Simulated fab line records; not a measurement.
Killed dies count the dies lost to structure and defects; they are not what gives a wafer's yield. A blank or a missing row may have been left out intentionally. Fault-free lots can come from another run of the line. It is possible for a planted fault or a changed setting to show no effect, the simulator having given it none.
One fault seen from 2 desks ; flow gf180mcu ; every desk sees just its own numbers, and what lay behind them comes last

AT THE TOOL OWNER'S DESK: cmp-01
The tool's own readings at GF_V3_CMP_04 (polishes SiO2): means of the sampled wafers that have a number, for each lot that ran on this tool. If a lot's mean is further than 4 standard deviations from the usual mean, the lot is out of limits and carries the mark OUT (the distance appears in the brackets).
Columns: A = head pressure psi at GF_V3_CMP_04, usual 3.999 psi; B = motor current A at GF_V3_CMP_04, usual 11.2 A; C = platen rpm at GF_V3_CMP_04, usual 60.00 rpm; D = retaining ring pressure frac at GF_V3_CMP_04, usual 1.000; E = slurry filter dp kPa at GF_V3_CMP_04, usual 13.51 kPa; F = time to endpoint s at GF_V3_CMP_04, usual 79 s
lot;first seen here;A;B;C;D;E;F
L562;day 22 00:01;3.997;10.9;59.99;1.006;13.52;81
L565;day 23 01:48;3.994;11.1;59.99;1.003;13.60;79
L567;day 23 22:44;4.001;11.4;59.99;0.997;13.49;81
L569;day 24 17:22;3.991;11.5;60.00;1.003;13.51;77
L570;day 25 04:19;4.007;10.8;60.00;0.999;13.48;79
L571;day 25 10:44;3.999;12.0;60.01;0.998;13.49;80
L574;day 26 12:40;3.995;11.2;60.01;1.003;13.49;89
L576;day 27 06:13;4.005;11.2;59.97;1.001;13.46;88
This desk found nothing out of limits on any of the 8 lots.

METROLOGY DESK
Means of the sampled wafers that have a number, per lot and without regard to the tool the lot ran on: this is what the gauges read. If a lot's mean is further than 4 standard deviations from the usual mean, the lot is out of limits and carries the mark OUT (the distance appears in the brackets).
Columns: A = M3_ALCU_THK at GF_M3_THK_MEAS_06, usual 451 nm; B = V3_CVD_00_THK at GF_V3_THK_MEAS_01, usual 599 nm
lot;first seen here;A;B
L560;day 20 04:33;451;605
L562;day 20 22:43;448;600
L565;day 22 02:00;454;597
L566;day 22 14:16;453;596
L567;day 22 23:06;438;598
L568;day 23 02:09;445;599
L569;day 23 19:09;452;598
L570;day 24 06:18;449;597
L571;day 24 12:25;456;607
L574;day 25 14:52;449;598
L575;day 26 00:27;443;603
L576;day 26 09:05;452;602
This desk found nothing out of limits on any of the 12 lots.

BROUGHT TOGETHER
Nothing out of limits was seen by the tool owner's desk.
Nothing out of limits was seen by the metrology desk.

WHAT THE SIMULATOR HAD INSERTED
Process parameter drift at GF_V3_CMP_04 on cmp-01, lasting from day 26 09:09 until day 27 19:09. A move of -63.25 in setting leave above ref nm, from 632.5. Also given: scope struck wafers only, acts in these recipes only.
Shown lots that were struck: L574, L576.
